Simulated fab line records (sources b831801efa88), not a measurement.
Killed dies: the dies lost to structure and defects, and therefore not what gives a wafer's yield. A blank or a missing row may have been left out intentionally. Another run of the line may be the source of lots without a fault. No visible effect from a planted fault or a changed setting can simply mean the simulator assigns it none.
Problem report, 8D (eight disciplines) form, completed by code | flow gf180mcu | the parts of the form that need people (team, actions taken, sign-off) are left out

1. PROBLEM STATEMENT
Mean NSD_RS at GF_PSD_RS_MEAS_14: 47.96 ohm/sq over 6 wafers in 2 lots; fault-free wafers: 46.60 ohm/sq, standard deviation 0.083. That is +16 standard deviations from the usual mean.
The step: measures by four-point-probe.
Earliest sighting: wafer L705.3 on filmMetro-04 at day 17 09:47. Wafers with a number at this step in the record: 39, from 13 lots. The rule behind "out" and "out of limits": a value lying over 4 standard deviations away from the usual mean. Any other wafer with a number is counted as sound.

2. WHAT IT IS, WHAT IT ISN'T
question                    | is                     | is not
which readings at this step | NSD_RS                 | -
which lots                  | L705, L707             | L698, L699, L701, L702, L706, L709, L715, L716, L717, L718, L719
which wafers of those lots  | all that have a number | -
read on which gauges        | filmMetro-04           | filmMetro-01, filmMetro-02
when                        | from day 17 09:47      | up to then (12 sound wafers); but 21 sound wafers of L706, L709, L715, L716, L717, L718, L719 came after

3. WHAT RULES OUT EACH SUSPECT
Counting: a tool at a process step up to the reading stays a suspect if it ran every lot that is out and no sound lot after the first of them.
- the gauge at GF_PSD_RS_MEAS_14 has been ruled out. All the wafers that are out were read on filmMetro-04, but those of them that GF_PSD_RTA_13 has rows for are out there too, on other tools.
- rtpAnneal-02 at GF_PSD_RTA_13 (time 20 s): ruled out as a lasting fault. After its first lot that is out, L705 (day 17 09:41), sound lots L716, L718, L719 ran on it.
Left after counting: nothing in the record.

4. THE CAUSE (what the simulator had put in)
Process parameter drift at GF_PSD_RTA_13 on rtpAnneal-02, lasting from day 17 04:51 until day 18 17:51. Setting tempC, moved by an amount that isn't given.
The count ruled it out by mistake, since the rule takes a fault to strike every lot its tool runs from the start of the fault on, and this one did not do so.

5. THE EFFECT CHAIN, in route order
Each row: a reading whose mean over the struck wafers that have a number lies more than 3 standard deviations from the usual. Only readings whose record carries a usual standard deviation are examined. hours: median over the lots of the time between each lot's start at the first step of this table that gives one and its start at this step. sigmas: the change, counted in usual standard deviations.
hours | step              | reading          | usual        | on struck wafers | change | sigmas
0     | GF_PSD_RTA_13     | wafer_temp_C_max | 1028.6       | 1018.8           | -9.8   | -11
0     | GF_PSD_RS_MEAS_14 | NSD_RS           | 46.60 ohm/sq | 47.96            | +1.36  | +16
0     | GF_PSD_RS_MEAS_15 | PSD_RS           | 108.6 ohm/sq | 115.0            | +6.5   | +22
Here are the process steps it includes:
- GF_PSD_RTA_13: time 20 s.
At these later measuring or inspecting steps, every struck wafer for which the step has a row has a number for every such reading, and none has moved that far: GF_CONTACT_RS_MEAS_25.

6. WHAT WOULD HAVE CAUGHT IT SOONER
In this record the first reading out of limits at a measuring or inspecting step was taken at day 17 09:47, 5 hours after the fault began at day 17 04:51.
At GF_PSD_RTA_13, the tool's own readings (wafer_temp_C_max) were out on each struck wafer the step has a row for, so an alarm limit on them would have fired on the first such wafer.
